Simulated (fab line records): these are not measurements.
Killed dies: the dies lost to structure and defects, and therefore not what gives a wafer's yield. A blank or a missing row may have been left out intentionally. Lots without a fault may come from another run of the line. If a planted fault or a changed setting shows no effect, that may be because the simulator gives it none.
Check for tools in common    flow sky130    Sample size 12 lots and 36 wafers

REASON FOR OPENING
At SKY_VT_ADJUST_LVTN_TW_MEAS_10 the reading VT_ADJUST_LVTN_TW is flagged on 3 of 12 lots. Wafers without a fault read 244.2, standard deviation 2.3.
Rule: a lot is flagged when every wafer of it that has a number lies more than 4 standard deviations from that mean, or none has a number. The rest of the lots are taken to be sound.

lot   measured      on             VT_ADJUST_LVTN_TW, wafer by wafer  flag
L539  day 6 22:47   film_metro-03  241.4 243.3 242.5                  
L540  day 7 11:02   film_metro-04  247.1 247.5 248.2                  
L542  day 7 21:13   film_metro-04  248.7 248.1 248.2                  
L544  day 8 11:16   film_metro-03  244.0 243.0 243.7                  
L546  day 9 02:47   film_metro-03  240.3 242.2 241.9                  
L548  day 9 15:04   film_metro-04  303.0 303.9 303.8                  FLAGGED
L550  day 10 04:26  film_metro-03  298.8 296.1 298.7                  FLAGGED
L551  day 10 12:25  film_metro-01  298.3 300.5 297.9                  FLAGGED
L555  day 11 13:16  film_metro-03  243.1 241.6 242.9                  
L557  day 12 01:43  film_metro-01  242.2 243.9 243.6                  
L558  day 12 10:33  film_metro-04  248.5 248.6 249.2                  
L559  day 12 17:25  film_metro-01  243.1 244.2 244.2                  
The numbers of the flagged lots are 300.1 on average: +55.9 against the usual, or +24 standard deviations.

WHICH TOOL RAN EACH LOT
The record holds 1 process step before the reading, out of a route of 708 steps. In each cell: the tool, then ch and the chambers that the sampled wafers went through, then the start.
lot   flag     SKY_VT_ADJUST_LVTN_IMPLANT_08
L539           implanter-03 ch 0, day 6 22:35
L540           implanter-03 ch 0, day 7 10:49
L542           implanter-03 ch 0, day 7 20:58
L544           implanter-01 ch 0, day 8 11:01
L546           implanter-04 ch 0, day 9 02:35
L548  FLAGGED  implanter-04 ch 0, day 9 14:26
L550  FLAGGED  implanter-04 ch 0, day 10 03:55
L551  FLAGGED  implanter-04 ch 0, day 10 11:53
L555           implanter-04 ch 0, day 11 13:01
L557           implanter-04 ch 0, day 12 01:29
L558           implanter-04 ch 0, day 12 10:18
L559           implanter-03 ch 0, day 12 17:10
These steps, and what they do:
- SKY_VT_ADJUST_LVTN_IMPLANT_08
- SKY_VT_ADJUST_LVTN_TW_MEAS_10

FLAGGED AGAINST TOTAL, ONE TOOL AT A TIME (gauges that did the reading follow at the end)
step                           tool           lots run  flagged  share of the flagged lots  sound lots run after its first flagged lot
SKY_VT_ADJUST_LVTN_IMPLANT_08  implanter-01   1         0        none                       -
SKY_VT_ADJUST_LVTN_IMPLANT_08  implanter-03   4         0        none                       -
SKY_VT_ADJUST_LVTN_IMPLANT_08  implanter-04   7         3        all                        3 (L555,L557,L558)
SKY_VT_ADJUST_LVTN_TW_MEAS_10  film_metro-01  3         1        some                       2 (L557,L559)
SKY_VT_ADJUST_LVTN_TW_MEAS_10  film_metro-03  5         1        some                       1 (L555)
SKY_VT_ADJUST_LVTN_TW_MEAS_10  film_metro-04  4         1        some                       1 (L558)

WHAT IS ALLOWED BY THE TABLE
1 row of the table ran every flagged lot: implanter-04 at SKY_VT_ADJUST_LVTN_IMPLANT_08.
- implanter-04 at SKY_VT_ADJUST_LVTN_IMPLANT_08 ran 7 lots, 3 of them flagged. Lots that were sound ran on it after the first flagged one (L555, L557, L558); a persistent fault on the entire tool would not allow that.
There is no row in the table that ran each flagged lot and no sound lot after the first.

WHAT THE SIMULATOR PUT IN
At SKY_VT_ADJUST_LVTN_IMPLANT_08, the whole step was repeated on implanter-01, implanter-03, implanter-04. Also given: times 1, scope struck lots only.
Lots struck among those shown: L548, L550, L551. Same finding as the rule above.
